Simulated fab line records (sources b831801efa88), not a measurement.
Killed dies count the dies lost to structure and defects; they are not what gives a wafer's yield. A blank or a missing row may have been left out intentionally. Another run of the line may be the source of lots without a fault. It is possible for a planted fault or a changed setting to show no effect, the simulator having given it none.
Struck lot and sound lot, side by side || flow gf180mcu || 14 steps out of a route of 602
Sound: these wafers, L277.3, L277.4, L277.5. Wafers L271.2, L271.3, L271.4 were the ones struck. Last of all comes the cause.
Per side, at each step with rows, come the tool, then ch with its chambers, and then its first start. Under that, the readings that differ: sound wafers || struck wafers || difference of the means || sigmas: that difference in standard deviations of wafers without a fault.
alike: same words and numbers on both sides, and readings whose means sit less than 2 such deviations apart. not compared: any withheld reading, any reading some wafer has no value for, any bound like >300 that may hide the same value, and any number with overlapping values for which the record gives no deviation.
A row with sigmas, a row that says differs or no value, or rows on one side alone: a step with any of these is where the two part. When numbers do not overlap yet have no deviation, they are printed without sigmas and do not part them. A reading missing from all wafers of one side parts the sides only when that side holds two or more wafers.

first, 2 steps without rows for these wafers: GF_VT_IMPLANT_PEB_05; GF_VT_IMPLANT_DEVELOP_06 (develop time 60 s).
GF_VT_IMPLANT_OVL_MEAS_07:
  sound on overlay-02 at day 11 05:59; struck on overlay-02 at day 9 17:11
  alike: VT_IMPLANT_OVL
next, for these wafers, 1 step has no rows: GF_VT_IMPLANT_IMPLANT_08.
GF_VT_IMPLANT_STRIP_09: strips in O2/N2.
  sound on plasmaAsher-04 ch 0,1, day 11 06:12; struck on plasmaAsher-04 ch 0,1, day 9 17:22
  alike: drypumpMotorCurrentA, heaterPowerW, n2FlowSccm, oesProductAu, stripTimeToEndpointS
  not compared: rfHoursCounterH
GF_VT_IMPLANT_TW_MEAS_10:
  sound on filmMetro-04 at day 11 06:17; struck on filmMetro-01 at day 9 17:29
{"reading": "VT_IMPLANT_TW", "sound": "572 574 573", "struck": "563 561 560", "difference": -12, "sigmas": -2}
then, 6 steps without rows for these wafers: GF_VT_IMPLANT_DEHYDRATE_11 (time 60 s); GF_VT_IMPLANT_HMDS_12 (prime time 60 s); GF_VT_IMPLANT_COAT_13 (resist thk 1000 nm); GF_VT_IMPLANT_SOFTBAKE_14 (time 60 s); GF_VT_IMPLANT_EXPOSE_15 (exposes mask Nwell LV AREA, target cd 860 nm); GF_VT_IMPLANT_PEB_16.
GF_VT_IMPLANT_DEVELOP_17: develop time 60 s.
  sound on lithoTrack-04 ch 0, day 11 23:59; struck on lithoTrack-03, day 10 10:27
  no value came back on the struck wafers for chillPlateTempC (C), developTimeS (s); on the sound wafers chillPlateTempC (C) reads 23.02 23.02 23.00
GF_VT_IMPLANT_OVL_MEAS_18:
  sound on overlay-01 at day 12 00:06; struck on overlay-02 at day 10 10:35
{"reading": "VT_IMPLANT_01_OVL (nm)", "sound": "-0.3 -0.3 0.6", "struck": "- - -", "difference": "no value on the struck wafers", "sigmas": ""}

== WHERE THEY PART ==
First at GF_VT_IMPLANT_TW_MEAS_10; last, within this record, at GF_VT_IMPLANT_OVL_MEAS_18.

WHY: what had been put in by the simulator
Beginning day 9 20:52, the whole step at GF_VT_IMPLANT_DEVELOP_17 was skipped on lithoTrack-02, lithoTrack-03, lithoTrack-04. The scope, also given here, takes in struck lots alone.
